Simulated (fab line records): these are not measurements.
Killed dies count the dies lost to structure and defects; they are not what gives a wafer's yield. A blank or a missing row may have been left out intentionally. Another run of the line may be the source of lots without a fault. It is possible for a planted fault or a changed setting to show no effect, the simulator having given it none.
fab line records    flow sky130
record lots=24  wafers=72  lastDay=50
route steps=708 shown VIA3@586 METAL4@600 VIA4@660 PASSIVATION@681
lots with no fault: from the same line, run without faults
startH: start of the lot's first displayed wafer, in hours after the record's first day    waitH: how many hours have passed since the lot's step before this one    " the same as in the row above    L1.1+2: a single row standing in for several wafers    - no value, or no start was given    * or withheld: withheld    < > ~ a bound
route shown NAME@n: NAME is a module with steps in the file, n the number in the route of the first one    usual: the fault-free wafers' mean and standard deviation    same: alike in all rows    chamber/n: place in a boat    sites: per-site readings    _std_site: the values' standard deviation    _edge_site: outer sites' mean less inner sites'    radiusMm: how far each site lies from the wafer's centre    mask NAME#n: copy n    behind: the most recent tool/chamber to have shaped the wafer    hold: why the lot went on hold/how many hours it stayed there/how the hold came to an end    device: the n, p or np transistor that did not switch    end of line: at the end of the route, the tests of the same wafers    a step without rows: its recipe alone    killed: dies that structure and defects cost at the first sort, which is not the same as the wafer's yield    map: shows each die of a wafer: x if killed, . if not, _ if none is there
set.NAME: the setting the step ran with; set.NAME@STEP: the setting that earlier step ran with    model.NAME: the simulator's own value behind a step, which no gauge read
one table for each step of the route and one row for each wafer, over a sample of lots
services: a tool's chamber out of use, with start hour (startH, from the record's first day; less than 0 if before it), hours out, and reason
## steps
# step SKY_VIA3_OVL_MEAS_13
# usual VIA3_OVL=6/4.8
lot.wafer  tool        chamber  startH   waitH  VIA3_OVL[nm]
L074.2     overlay-01  -        916.42   0.1    4
L074.5     "           -        "        "      9
L074.6     "           -        "        "      -1
L075.2     overlay-02  -        924.35   0.1    10
L075.4     "           -        "        "      5
L075.6     "           -        "        "      7
L076.1     overlay-01  -        933.76   0.1    -8
L076.2     "           -        "        "      2
L076.3     "           -        "        "      1
L077.1     overlay-02  -        940.76   0.1    0
L077.2     "           -        "        "      3
L077.4     "           -        "        "      1
L078.1     overlay-01  -        962.96   0.1    7
L078.4     "           -        "        "      8
L078.6     "           -        "        "      -2
L079.1     overlay-02  -        972.01   0.1    -4
L079.2     "           -        "        "      9
L079.6     "           -        "        "      10
L080.1     overlay-01  -        976.42   0.1    3
L080.3     "           -        "        "      -1
L080.5     "           -        "        "      -4
L081.2     overlay-02  -        976.65   0.1    -2
L081.5     "           -        "        "      8
L081.6     "           -        "        "      1
L082.1     overlay-02  -        980.42   0.1    9
L082.2     "           -        "        "      0
L082.5     "           -        "        "      7
L083.2     overlay-01  -        989.53   0.1    6
L083.3     "           -        "        "      3
L083.5     "           -        "        "      10
L084.2     overlay-01  -        996.38   0.1    8
L084.4     "           -        "        "      6
L084.6     "           -        "        "      3
L085.1     overlay-02  -        1008.01  0.1    11
L085.2     "           -        "        "      10
L085.4     "           -        "        "      7
L086.1     overlay-01  -        1010.28  0.1    -5
L086.2     "           -        "        "      3
L086.4     "           -        "        "      2
L087.1     overlay-02  -        1011.72  0.1    5
L087.4     "           -        "        "      11
L087.5     "           -        "        "      4
L088.1     overlay-02  -        1020.66  0.1    8
L088.3     "           -        "        "      7
L088.5     "           -        "        "      9
L089.2     overlay-02  -        1027.05  0.1    5
L089.3     "           -        "        "      6
L089.6     "           -        "        "      3
L090.4     overlay-02  -        1030.48  0.1    6
L090.5     "           -        "        "      2
L090.6     "           -        "        "      2
L091.1     overlay-01  -        1040.82  0.1    11
L091.3     "           -        "        "      13
L091.6     "           -        "        "      9
L092.3     overlay-01  -        1041.80  0.1    13
L092.5     "           -        "        "      3
L092.6     "           -        "        "      12
L094.1     overlay-01  -        1054.24  0.1    13
L094.2     "           -        "        "      10
L094.4     "           -        "        "      6
L093.1     overlay-02  -        1061.89  0.1    -2
L093.4     "           -        "        "      2
L093.5     "           -        "        "      6
L095.1     overlay-01  -        1075.39  0.1    5
L095.4     "           -        "        "      -3
L095.5     "           -        "        "      13
L097.1     overlay-02  -        1079.26  0.1    10
L097.4     "           -        "        "      16
L097.5     "           -        "        "      4
L096.2     overlay-01  -        1079.63  0.1    10
L096.5     "           -        "        "      4
L096.6     "           -        "        "      11
# step SKY_METAL4_SPUTTER_02
# recipe material=AlCu  targetThkNm=735  powerW=10600  timeS=39.1  chamberPressurePa=0.4
# usual cathodeDcPowerW=10600/1.9  throttleValvePct=29.9/0.96
lot.wafer  tool           chamber  startH   waitH  cathodeDcPowerW  throttleValvePct
L074.2     pvdSputter-03  -        917.86   0.0    10600            29.3
L074.5     "              -        "        "      10600            29.9
L074.6     "              -        "        "      10600            29.2
L075.2     pvdSputter-04  -        925.88   0.0    10600            30.8
L075.4     "              -        "        "      10596            31.9
L075.6     "              -        "        "      10600            29.4
L076.1     pvdSputter-03  -        935.21   0.0    10602            29.1
L076.2     "              -        "        "      10601            29.6
L076.3     "              -        "        "      10601            29.8
L077.1     pvdSputter-04  -        942.21   0.0    10597            29.5
L077.2     "              -        "        "      10600            30.5
L077.4     "              -        "        "      10600            32.1
L078.1     pvdSputter-04  -        964.40   0.0    10599            30.8
L078.4     "              -        "        "      10600            29.7
L078.6     "              -        "        "      10601            30.0
L079.1     pvdSputter-01  -        973.46   0.0    10600            30.0
L079.2     "              -        "        "      10600            28.4
L079.6     "              -        "        "      10598            29.0
L080.1     pvdSputter-04  -        977.87   0.0    10601            29.8
L080.3     "              -        "        "      10602            32.0
L080.5     "              -        "        "      10600            30.8
L081.2     pvdSputter-04  -        978.17   0.0    10598            30.6
L081.5     "              -        "        "      10599            29.8
L081.6     "              -        "        "      10600            31.8
L082.1     pvdSputter-04  -        981.86   0.0    10603            31.9
L082.2     "              -        "        "      10598            30.2
L082.5     "              -        "        "      10603            31.0
L083.2     pvdSputter-04  -        990.96   0.0    10600            29.8
L083.3     "              -        "        "      10600            32.1
L083.5     "              -        "        "      10599            29.8
L084.2     pvdSputter-04  -        997.81   0.0    10597            29.8
L084.4     "              -        "        "      10601            29.7
L084.6     "              -        "        "      10601            30.8
L085.1     pvdSputter-01  -        1009.45  0.0    10601            28.3
L085.2     "              -        "        "      10604            28.9
L085.4     "              -        "        "      10602            30.0
L086.1     pvdSputter-01  -        1011.86  0.0    10600            30.2
L086.2     "              -        "        "      10601            29.3
L086.4     "              -        "        "      10601            28.3
L087.1     pvdSputter-01  -        1013.16  0.0    10598            30.3
L087.4     "              -        "        "      10600            28.9
L087.5     "              -        "        "      10599            28.6
L088.1     pvdSputter-04  -        1022.10  0.0    10597            29.6
L088.3     "              -        "        "      10599            32.0
L088.5     "              -        "        "      10601            30.0
L089.2     pvdSputter-04  -        1028.61  0.0    10599            29.8
L089.3     "              -        "        "      10600            32.0
L089.6     "              -        "        "      10600            31.7
L090.4     pvdSputter-01  -        1031.90  0.0    10604            29.2
L090.5     "              -        "        "      10596            30.0
L090.6     "              -        "        "      10604            28.9
L091.1     pvdSputter-01  -        1042.27  0.0    10599            28.8
L091.3     "              -        "        "      10598            28.3
L091.6     "              -        "        "      10600            28.9
L092.3     pvdSputter-03  -        1043.25  0.0    10598            29.3
L092.5     "              -        "        "      10599            29.4
L092.6     "              -        "        "      10601            29.9
L094.1     pvdSputter-03  -        1055.68  0.0    10602            29.1
L094.2     "              -        "        "      10600            29.8
L094.4     "              -        "        "      10601            29.2
L093.1     pvdSputter-04  -        1063.58  0.0    10597            30.6
L093.4     "              -        "        "      10596            31.8
L093.5     "              -        "        "      10596            31.9
L095.1     pvdSputter-03  -        1076.88  0.0    10601            29.4
L095.4     "              -        "        "      10600            30.1
L095.5     "              -        "        "      10601            29.4
L097.1     pvdSputter-04  -        1080.70  0.0    10599            31.6
L097.4     "              -        "        "      10600            29.9
L097.5     "              -        "        "      10597            32.1
L096.2     pvdSputter-01  -        1081.06  0.0    10598            28.4
L096.5     "              -        "        "      10599            28.8
L096.6     "              -        "        "      10600            28.3
# step SKY_METAL4_OVL_MEAS_14
# usual METAL4_OVL=-2/4.8
lot.wafer  tool        chamber  startH   waitH  METAL4_OVL[nm]
L074.2     overlay-01  -        968.22   0.1    -1
L074.5     "           -        "        "      4
L074.6     "           -        "        "      2
L075.2     overlay-02  -        975.24   0.1    -3
L075.4     "           -        "        "      -9
L075.6     "           -        "        "      -1
L076.1     overlay-01  -        984.51   0.1    -4
L076.2     "           -        "        "      -3
L076.3     "           -        "        "      -7
L077.1     overlay-02  -        990.99   0.1    -6
L077.2     "           -        "        "      1
L077.4     "           -        "        "      2
L078.1     overlay-02  -        1011.46  0.1    -3
L078.4     "           -        "        "      -5
L078.6     "           -        "        "      1
L079.1     overlay-01  -        1020.54  0.1    -9
L079.2     "           -        "        "      -2
L079.6     "           -        "        "      -8
L080.1     overlay-01  -        1024.26  0.1    5
L080.3     "           -        "        "      4
L080.5     "           -        "        "      0
L081.2     overlay-02  -        1025.80  0.1    -5
L081.5     "           -        "        "      -4
L081.6     "           -        "        "      -4
L082.1     overlay-01  -        1029.24  0.1    -9
L082.2     "           -        "        "      -4
L082.5     "           -        "        "      -2
L083.2     overlay-01  -        1036.67  0.1    -5
L083.3     "           -        "        "      -2
L083.5     "           -        "        "      0
L084.2     overlay-02  -        1044.77  0.1    -2
L084.4     "           -        "        "      3
L084.6     "           -        "        "      0
L085.1     overlay-02  -        1055.36  0.1    -5
L085.2     "           -        "        "      -11
L085.4     "           -        "        "      -10
L086.1     overlay-02  -        1057.49  0.1    -1
L086.2     "           -        "        "      -4
L086.4     "           -        "        "      4
L087.1     overlay-01  -        1058.46  0.1    3
L087.4     "           -        "        "      5
L087.5     "           -        "        "      2
L088.1     overlay-02  -        1066.54  0.1    -4
L088.3     "           -        "        "      -6
L088.5     "           -        "        "      -4
L089.2     overlay-01  -        1072.54  0.1    -3
L089.3     "           -        "        "      4
L089.6     "           -        "        "      -7
L090.4     overlay-02  -        1075.06  0.1    4
L090.5     "           -        "        "      3
L090.6     "           -        "        "      7
L091.1     overlay-01  -        1085.39  0.1    -2
L091.3     "           -        "        "      -2
L091.6     "           -        "        "      -2
L092.3     overlay-02  -        1085.75  0.1    -11
L092.5     "           -        "        "      -15
L092.6     "           -        "        "      -9
L094.1     overlay-02  -        1097.64  0.1    0
L094.2     "           -        "        "      -1
L094.4     "           -        "        "      -4
L093.1     overlay-01  -        1104.44  0.1    11
L093.4     "           -        "        "      6
L093.5     "           -        "        "      3
L095.1     overlay-01  -        1118.18  0.1    1
L095.4     "           -        "        "      7
L095.5     "           -        "        "      -5
L097.1     overlay-01  -        1122.29  0.1    7
L097.4     "           -        "        "      0
L097.5     "           -        "        "      2
L096.2     overlay-01  -        1122.62  0.1    -3
L096.5     "           -        "        "      -4
L096.6     "           -        "        "      -7
# step SKY_METAL4_METAL_ETCH_18
# recipe targetDepthA=8450  stopOn=SiO2  overEtchFrac=0.3  timeS=183.1  chemistry=Cl2/BCl3  resistSidewallDeg=88  pressureMtorr=10  icpW=900  biasW=48.5  Cl2_flow_sccm=60  bcl3FlowSccm=30
# usual drypumpMotorCurrentA=5.9/0.45  mfcCl2Sccm=60.00/0.17  oesProductAu=0.866/0.006  rfFwdPowerW=897.6/2.7  throttleValvePct=22.265/0.0097
lot.wafer  tool         chamber  startH   waitH  drypumpMotorCurrentA  mfcCl2Sccm  oesProductAu  rfFwdPowerW  rfHoursCounterH  throttleValvePct
L074.2     rieMetal-03  1        968.40   0.0    6.2                   60.01       0.875         893.9        8                22.273
L074.5     "            0        "        "      5.5                   59.93       0.857         895.5        -                22.257
L074.6     "            1        "        "      6.2                   59.93       0.868         897.4        -                22.277
L075.2     rieMetal-02  1        975.42   0.0    5.2                   60.18       0.864         900.1        17               22.255
L075.4     "            1        "        "      5.2                   59.94       0.868         896.6        -                22.260
L075.6     "            1        "        "      5.2                   59.81       0.878         899.6        -                22.268
L076.1     rieMetal-02  1        984.70   0.0    5.2                   60.16       0.870         897.7        17               22.262
L076.2     "            0        "        "      5.6                   59.59       0.869         899.6        19               22.262
L076.3     "            1        "        "      5.2                   59.86       0.869         899.3        -                22.272
L077.1     rieMetal-01  1        991.18   0.0    6.5                   60.13       0.860         897.7        14               22.258
L077.2     "            0        "        "      6.4                   60.16       0.863         895.2        8                22.258
L077.4     "            0        "        "      6.4                   60.16       0.868         896.8        -                22.258
L078.1     rieMetal-01  1        1011.65  0.0    6.5                   60.15       0.867         895.5        16               22.261
L078.4     "            1        "        "      6.5                   60.05       0.871         897.1        -                22.265
L078.6     "            1        "        "      6.5                   60.21       0.868         897.7        -                22.258
L079.1     rieMetal-01  1        1020.72  0.0    6.5                   59.88       0.859         896.3        16               22.270
L079.2     "            0        "        "      6.3                   59.86       0.859         899.7        10               22.262
L079.6     "            1        "        "      6.5                   59.98       0.863         895.7        -                22.270
L080.1     rieMetal-02  1        1024.45  0.0    5.2                   59.82       0.869         897.7        19               22.266
L080.3     "            1        "        "      5.2                   59.97       0.866         894.9        -                22.252
L080.5     "            1        "        "      5.2                   59.90       0.870         898.5        -                22.264
L081.2     rieMetal-01  0        1025.98  0.0    6.4                   60.15       0.865         895.5        10               22.253
L081.5     "            1        "        "      6.5                   60.20       0.868         898.0        -                22.290
L081.6     "            0        "        "      6.4                   60.18       0.875         896.5        -                22.258
L082.1     rieMetal-02  1        1029.42  0.0    5.2                   59.97       0.869         893.2        19               22.273
L082.2     "            0        "        "      5.6                   59.92       0.869         902.3        21               22.276
L082.5     "            1        "        "      5.2                   59.76       0.867         895.3        -                22.267
L083.2     rieMetal-03  0        1036.89  0.0    5.5                   60.18       0.859         896.1        15               22.269
L083.3     "            1        "        "      6.2                   59.72       0.879         896.8        -                22.270
L083.5     "            1        "        "      6.2                   59.98       0.869         899.5        -                22.266
L084.2     rieMetal-03  0        1044.99  0.0    5.5                   59.97       0.859         903.6        16               22.266
L084.4     "            1        "        "      6.2                   60.18       0.873         893.8        -                22.275
L084.6     "            1        "        "      6.2                   59.88       0.858         898.4        -                22.266
L085.1     rieMetal-03  1        1055.55  0.0    6.2                   60.04       0.878         900.4        12               22.273
L085.2     "            0        "        "      5.5                   59.75       0.878         892.2        16               22.275
L085.4     "            1        "        "      6.2                   60.11       0.860         898.9        -                22.258
L086.1     rieMetal-03  0        1057.68  0.0    5.6                   59.92       0.866         899.6        16               22.276
L086.2     "            1        "        "      6.2                   60.08       0.864         898.9        12               22.285
L086.4     "            0        "        "      5.5                   59.91       0.869         897.4        -                22.272
L087.1     rieMetal-02  0        1058.65  0.0    5.6                   59.69       0.861         900.0        22               22.260
L087.4     "            1        "        "      5.2                   60.06       0.858         896.0        -                22.246
L087.5     "            1        "        "      5.2                   60.03       0.861         891.0        -                22.261
L088.1     rieMetal-01  1        1066.73  0.0    6.5                   60.20       0.857         897.5        19               22.264
L088.3     "            0        "        "      6.3                   60.14       0.860         893.8        -                22.268
L088.5     "            1        "        "      6.5                   60.13       0.864         897.9        -                22.262
L089.2     rieMetal-03  1        1072.72  0.0    6.2                   59.97       0.863         892.5        14               22.275
L089.3     "            1        "        "      6.2                   59.86       0.858         896.9        -                22.279
L089.6     "            0        "        "      5.5                   60.36       0.852         897.8        -                22.260
L090.4     rieMetal-01  1        1075.29  0.1    6.5                   59.87       0.860         895.2        -                22.252
L090.5     "            1        "        "      6.5                   59.84       0.870         897.6        -                22.264
L090.6     "            0        "        "      6.4                   60.03       0.863         898.8        -                22.273
L091.1     rieMetal-03  1        1085.58  0.0    6.2                   59.89       0.861         893.5        15               22.255
L091.3     "            1        "        "      6.2                   59.84       0.873         895.0        -                22.253
L091.6     "            1        "        "      6.2                   59.99       0.869         896.7        -                22.272
L092.3     rieMetal-02  0        1085.99  0.1    5.6                   60.04       0.871         895.8        -                22.249
L092.5     "            0        "        "      5.6                   60.23       0.859         898.6        -                22.274
L092.6     "            1        "        "      5.2                   60.06       0.870         897.2        -                22.258
L094.1     rieMetal-03  1        1097.83  0.0    6.2                   59.97       0.866         899.0        17               22.268
L094.2     "            1        "        "      6.2                   60.01       0.866         903.2        -                22.265
L094.4     "            1        "        "      6.2                   59.76       0.872         898.5        -                22.250
L093.1     rieMetal-03  1        1104.76  0.0    6.2                   60.09       0.864         899.1        18               22.272
L093.4     "            1        "        "      6.2                   60.35       0.872         897.4        -                22.250
L093.5     "            1        "        "      6.2                   60.16       0.862         899.5        -                22.286
L095.1     rieMetal-03  0        1118.37  0.0    5.5                   59.65       0.871         895.6        19               22.268
L095.4     "            0        "        "      5.5                   60.00       0.870         891.5        -                22.273
L095.5     "            1        "        "      6.2                   59.92       0.867         898.4        -                22.264
L097.1     rieMetal-03  1        1122.47  0.0    6.2                   59.77       0.858         897.8        20               22.261
L097.4     "            0        "        "      5.5                   59.86       0.871         898.9        -                22.277
L097.5     "            0        "        "      5.5                   59.85       0.854         896.6        -                22.257
L096.2     rieMetal-02  1        1122.86  0.1    5.2                   59.69       0.863         894.4        -                22.269
L096.5     "            1        "        "      5.2                   59.83       0.859         897.5        -                22.267
L096.6     "            1        "        "      5.2                   59.61       0.869         901.3        -                22.277
# step SKY_VIA4_CMP_21
# recipe stopOn=SiO2  tOverpolishS=25  downForcePsi=3.5  platenRpm=60  targetThkNm=0  padVelocityMS=0.94248
# usual motorCurrentA=12.0/0.98  overpolishRunS=25.001/0.0089  timeToEndpointS=121/4.3
lot.wafer  tool    chamber  startH   waitH  motorCurrentA  overpolishRunS  timeToEndpointS
L074.2     cmp-02  1        994.57   0.1    12.2           25.012          117
L074.5     "       0        "        "      11.4           25.007          117
L074.6     "       1        "        "      11.9           24.996          118
L075.2     cmp-01  3        1000.02  0.1    12.1           24.990          117
L075.4     "       1        "        "      13.5           24.994          122
L075.6     "       3        "        "      11.4           25.011          114
L076.1     cmp-02  3        1009.48  0.1    10.1           25.007          128
L076.3     "       1        "        "      12.3           24.987          120
L076.2     "       2        "        "      11.6           25.000          125
L077.4     cmp-02  2        1015.22  0.0    12.6           25.013          121
L077.2     "       0        "        "      11.6           25.005          115
L077.1     "       1        "        "      11.8           24.995          121
L078.4     cmp-01  0        1036.07  0.1    12.9           24.999          117
L078.1     "       1        "        "      13.0           25.014          121
L078.6     "       2        "        "      11.6           24.997          114
L079.1     cmp-01  3        1045.89  0.1    12.0           25.003          123
L079.2     "       1        "        "      13.7           25.006          125
L079.6     "       0        "        "      13.2           24.991          125
L080.3     cmp-01  3        1049.01  0.0    11.7           24.999          117
L080.1     "       1        "        "      12.7           24.992          121
L080.5     "       0        "        "      12.2           25.003          122
L081.2     cmp-01  2        1050.37  0.1    11.3           24.990          115
L081.5     "       0        "        "      13.1           24.994          122
L081.6     "       1        "        "      13.3           25.015          124
L082.1     cmp-01  0        1053.69  0.1    13.0           25.012          121
L082.2     "       3        "        "      11.4           24.992          118
L082.5     "       1        "        "      13.5           24.996          120
L083.3     cmp-01  0        1060.92  0.0    12.8           25.002          119
L083.2     "       1        "        "      13.7           24.991          122
L083.5     "       1        "        "      12.7           25.010          122
L084.2     cmp-02  0        1068.97  0.0    11.2           24.997          117
L084.4     "       3        "        "      10.1           25.008          129
L084.6     "       0        "        "      11.2           25.001          116
L085.2     cmp-01  0        1079.31  0.0    12.7           24.983          128
L085.4     "       1        "        "      14.0           24.992          128
L085.1     "       2        "        "      10.6           24.998          122
L086.2     cmp-02  3        1080.57  0.0    10.5           24.993          127
L086.1     "       1        "        "      13.1           25.003          124
L086.4     "       2        "        "      11.6           24.989          120
L087.1     cmp-01  0        1082.39  0.1    13.4           24.993          124
L087.4     "       2        "        "      11.4           25.007          117
L087.5     "       1        "        "      12.4           24.998          128
L088.3     cmp-01  2        1090.04  0.1    10.9           24.982          115
L088.1     "       3        "        "      11.5           25.003          122
L088.5     "       2        "        "      11.5           25.003          114
L089.3     cmp-01  1        1095.55  0.3    13.6           25.018          118
L089.2     "       3        "        "      12.2           24.999          118
L089.6     "       1        "        "      13.7           25.012          121
L090.4     cmp-02  0        1099.07  1.6    11.1           25.004          116
L090.6     "       0        "        "      11.4           24.996          120
L090.5     "       1        "        "      12.8           25.002          119
L091.1     cmp-01  3        1106.74  0.1    11.8           25.000          118
L091.3     "       0        "        "      12.9           25.012          121
L091.6     "       3        "        "      11.7           25.017          117
L092.3     cmp-02  2        1107.61  0.2    12.2           24.999          126
L092.5     "       3        "        "      10.2           24.986          126
L092.6     "       0        "        "      12.0           25.006          122
L094.4     cmp-02  1        1121.17  0.0    11.7           25.002          126
L094.2     "       2        "        "      11.9           25.002          125
L094.1     "       0        "        "      11.5           24.996          123
L093.1     cmp-02  1        1126.30  0.3    11.4           25.013          126
L093.4     "       2        "        "      11.7           25.008          124
L093.5     "       0        "        "      10.9           24.993          122
L095.4     cmp-01  3        1139.51  0.3    11.7           25.002          122
L095.1     "       0        "        "      12.5           25.002          123
L095.5     "       2        "        "      10.9           24.999          119
L097.1     cmp-01  0        1143.40  0.1    13.1           24.991          129
L097.4     "       1        "        "      13.7           24.989          127
L097.5     "       2        "        "      11.6           25.003          120
L096.2     cmp-01  1        1143.65  0.1    12.8           25.011          125
L096.5     "       0        "        "      13.2           24.995          125
L096.6     "       1        "        "      13.0           24.993          128
# step SKY_PASSIVATION_CVD_00
# recipe material=SiO2  targetThkNm=90  tempC=400  timeS=withheld  rfW=600
# usual heaterPowerW=613/97  rfFwdPowerW=587/3.1  susceptorTempC=399.98/0.23
lot.wafer  tool      chamber  startH   waitH  heaterPowerW  rfFwdPowerW  susceptorTempC
L074.2     pecvd-03  0        1018.14  0.0    589           586          400.21
L074.5     "         0        "        "      595           588          400.29
L074.6     "         0        "        "      595           587          400.31
L075.2     pecvd-01  2        1023.18  0.0    799           585          399.76
L075.4     "         2        "        "      815           585          400.06
L075.6     "         0        "        "      509           587          399.91
L076.1     pecvd-04  2        1032.43  0.0    613           586          399.75
L076.2     "         1        "        "      617           586          399.82
L076.3     "         0        "        "      651           594          399.70
L077.1     pecvd-01  0        1038.50  0.0    614           584          400.39
L077.2     "         1        "        "      490           591          399.82
L077.4     "         1        "        "      480           591          399.97
L078.1     pecvd-01  1        1059.13  0.0    477           592          400.06
L078.4     "         0        "        "      628           582          399.86
L078.6     "         2        "        "      754           586          399.92
L079.1     pecvd-01  1        1068.55  0.0    492           586          399.37
L079.2     "         0        "        "      622           584          400.05
L079.6     "         0        "        "      643           585          399.91
L080.1     pecvd-01  2        1071.60  0.0    780           588          400.05
L080.3     "         0        "        "      600           587          399.70
L080.5     "         0        "        "      629           584          400.14
L081.2     pecvd-01  1        1072.31  0.0    491           589          399.81
L081.5     "         0        "        "      570           585          399.95
L081.6     "         1        "        "      495           590          399.65
L082.1     pecvd-01  0        1076.09  0.0    610           580          399.83
L082.2     "         2        "        "      685           589          399.79
L082.5     "         1        "        "      505           590          400.10
L083.2     pecvd-03  1        1083.23  0.0    725           585          399.96
L083.3     "         1        "        "      715           585          399.64
L083.5     "         1        "        "      712           587          399.98
L084.2     pecvd-03  0        1090.86  0.0    481           582          399.97
L084.4     "         1        "        "      658           590          400.11
L084.6     "         1        "        "      684           591          399.98
L085.1     pecvd-01  2        1100.51  0.0    791           588          399.40
L085.2     "         0        "        "      553           587          399.48
L085.4     "         0        "        "      544           582          399.28
L086.1     pecvd-03  1        1102.25  0.0    645           586          400.16
L086.2     "         0        "        "      626           586          399.78
L086.4     "         0        "        "      604           584          399.82
L087.1     pecvd-04  1        1103.46  0.0    576           583          399.69
L087.4     "         2        "        "      498           589          399.91
L087.5     "         1        "        "      588           586          399.86
L088.1     pecvd-04  1        1110.36  0.0    544           586          400.35
L088.3     "         1        "        "      555           586          399.96
L088.5     "         1        "        "      562           584          400.11
L089.2     pecvd-01  0        1116.51  0.0    563           587          399.62
L089.3     "         1        "        "      430           592          399.71
L089.6     "         2        "        "      717           589          400.47
L090.4     pecvd-03  0        1120.61  0.0    575           587          399.93
L090.5     "         0        "        "      574           587          400.37
L090.6     "         1        "        "      725           586          400.17
L091.1     pecvd-03  1        1127.89  0.0    640           586          400.07
L091.3     "         1        "        "      659           587          400.23
L091.6     "         1        "        "      655           585          399.94
L092.3     pecvd-01  1        1127.90  0.0    469           592          400.05
L092.5     "         2        "        "      791           586          399.93
L092.6     "         1        "        "      483           590          400.03
L094.1     pecvd-03  2        1141.20  0.0    659           584          400.01
L094.2     "         0        "        "      588           587          399.99
L094.4     "         1        "        "      711           586          400.32
L093.1     pecvd-04  2        1146.76  0.0    619           589          400.35
L093.4     "         1        "        "      655           584          400.17
L093.5     "         2        "        "      601           591          400.18
L095.1     pecvd-03  1        1158.57  0.0    619           586          399.75
L095.4     "         0        "        "      592           584          400.12
L095.5     "         1        "        "      620           586          399.83
L097.1     pecvd-03  0        1161.73  0.0    537           584          399.66
L097.4     "         2        "        "      672           586          400.13
L097.5     "         1        "        "      678           585          400.03
L096.2     pecvd-01  1        1162.00  0.0    453           589          400.07
L096.5     "         0        "        "      595           582          399.95
L096.6     "         1        "        "      462           592          399.96
## services
tool           chamber  startH   hours  kind
cmp-02         -        912.00   4.0    pm
pecvd-03       -        913.45   5.4    repair
pecvd-01       -        916.62   1.5    repair
cmp-02         -        919.53   13.5   pm
cmp-02         -        946.90   0.6    repair
pecvd-03       2        947.34   186.0  repair
cmp-02         -        949.29   3.5    repair
pecvd-01       1        954.57   9.3    repair
cmp-01         -        973.68   1.5    repair
rieMetal-03    -        983.41   4.6    repair
cmp-01         -        987.55   3.5    repair
rieMetal-03    -        988.02   2.8    pm
pecvd-03       -        994.55   0.4    repair
cmp-01         -        1026.94  0.5    repair
rieMetal-03    -        1027.47  0.2    repair
cmp-01         -        1062.52  0.9    repair
pvdSputter-04  -        1076.87  2.5    repair
cmp-01         -        1078.31  0.3    repair
rieMetal-03    0        1081.81  26.4   repair
cmp-01         -        1082.89  0.7    repair
cmp-01         -        1084.00  4.0    pm
cmp-01         -        1097.65  6.2    pm
pvdSputter-04  -        1150.65  2.8    repair
cmp-01         -        1160.77  3.8    repair
## key
fault none
